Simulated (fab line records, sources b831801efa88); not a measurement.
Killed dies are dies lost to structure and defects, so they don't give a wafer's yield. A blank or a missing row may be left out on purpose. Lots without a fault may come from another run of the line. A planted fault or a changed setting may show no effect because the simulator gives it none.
One fault seen from 2 desks | flow gf180mcu | each desk has only its own numbers; what lay behind them comes last

THE METROLOGY DESK
What the gauges read, lot by lot, whatever tool the lot ran on: means of the sampled wafers that have a number. A lot is out of limits, marked OUT, if its mean lies more than 4 standard deviations from the usual mean; the brackets give that distance.
Columns: A = V3_W_RS at GF_V3_RS_MEAS_24, usual 0.330 ohm/sq; B = M4_ALCU_THK at GF_M4_THK_MEAS_06, usual 440 nm
lot  | first seen here | A               | B
L302 | day 22 23:41    | 0.331           | 441
L304 | day 23 16:32    | 0.330           | 430
L305 | day 23 20:13    | 0.329           | 436
L306 | day 24 06:37    | 0.329           | 440
L309 | day 25 01:40    | 0.333           | 443
L311 | day 25 10:17    | 0.253 (-25) OUT | 444
L313 | day 26 10:38    | 0.172 (-51) OUT | 436
L320 | day 28 04:42    | 0.331           | 438
L323 | day 29 10:16    | 0.331           | 437
L324 | day 29 12:53    | 0.326           | 433
L325 | day 29 17:11    | 0.332           | 434
This desk's finding: out of limits on L311, L313; first on L311, day 25 10:17 (V3_W_RS at GF_V3_RS_MEAS_24). In limits: L302, L304, L305, L306, L309, L320, L323, L324, L325.

THE TOOL OWNER'S DESK: cvd_w-02
The tool's own readings at GF_V3_CVD_23 (deposits W, target thk 350 nm, time 104.9 s): means of the sampled wafers that have a number, for each lot that ran on this tool. A lot is out of limits, marked OUT, if its mean lies more than 4 standard deviations from the usual mean; the brackets give that distance.
Columns: A = heater_power_outer_w at GF_V3_CVD_23, usual 448 W; B = heater_power_w at GF_V3_CVD_23, usual 765 W
lot  | first seen here | A   | B
L302 | day 22 23:35    | 454 | 774
L305 | day 23 20:00    | 507 | 870
L306 | day 24 06:28    | 476 | 822
L309 | day 25 01:33    | 452 | 774
L311 | day 25 10:10    | 502 | 872
L313 | day 26 10:32    | 428 | 728
L323 | day 29 10:10    | 453 | 783
L325 | day 29 17:04    | 455 | 784
This desk's finding: nothing out of limits on any of the 8 lots.

PUT TOGETHER
The metrology desk could have raised an alarm at day 25 10:17, on L311, L313.
The tool owner's desk saw nothing out of limits.
The tool owner's desk has L311, L313 on record, within its limits.
Of the lots named, all ran GF_V3_CVD_23 on cvd_w-02.

WHAT THE SIMULATOR HAD PUT IN
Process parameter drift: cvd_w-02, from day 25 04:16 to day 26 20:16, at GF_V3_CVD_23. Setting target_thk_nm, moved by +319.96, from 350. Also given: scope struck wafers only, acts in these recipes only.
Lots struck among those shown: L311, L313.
Hours from the fault's start to each desk's first reading out of limits: the metrology desk, 6.
